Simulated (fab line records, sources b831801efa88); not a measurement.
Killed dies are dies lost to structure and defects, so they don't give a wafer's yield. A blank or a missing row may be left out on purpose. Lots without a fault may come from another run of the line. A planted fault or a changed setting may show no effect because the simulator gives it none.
Chamber matching | flow gf180mcu | GF_PASSIVATION_ETCH_11 on rie_diel-04: 4 sister chambers
The step etches the open film in CF4/O2, stops on TiN, target depth 2040 nm, time 453.3 s. 4 wafers are shown with their chamber, then 7 later ones without.

WAFERS WITH THEIR CHAMBER
wafer  | chamber | oes_product_au (a.u.)
L966.6 | 0       | 0.993
L967.4 | 2       | 0.989
L970.1 | 3       | 0.994
L970.3 | 1       | 0.998

WAFERS WITHOUT THEIR CHAMBER
wafer  | oes_product_au (a.u.)
L970.6 | 0.974
L982.2 | 0.997
L982.3 | 0.994
L982.6 | 0.998
L983.2 | 0.989
L983.4 | 0.971
L983.6 | 0.996

WHICH CHAMBER EACH WENT THROUGH
wafer  | from the rows above               | in truth
L970.6 | can't be placed: 2 or 0 or 3 or 1 | 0
L982.2 | can't be placed: 1 or 3 or 0 or 2 | 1
L982.3 | can't be placed: 3 or 0 or 1 or 2 | 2
L982.6 | can't be placed: 1 or 3 or 0 or 2 | 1
L983.2 | can't be placed: 2 or 0 or 3 or 1 | 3
L983.4 | can't be placed: 2 or 0 or 3 or 1 | 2
L983.6 | can't be placed: 1 or 3 or 0 or 2 | 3
Placed correctly: 0 of 7. Can't be placed from these rows: 7 (the true chamber is among the candidates in 7). Placed wrongly: 0.
How it was worked out, from the rows above alone: a wafer's distance from a chamber is the root of the sum, over the readings, of the square of ((its reading less the chamber's mean) divided by the reading's scatter). The wafer belongs to the nearest chamber; if the next one is less than 2 further off, it can't be placed. A chamber's mean is the mean of its shown wafers. The scatter: with one shown wafer a chamber, the root of the mean of the squares of how far each hidden wafer lies from its nearest shown one.
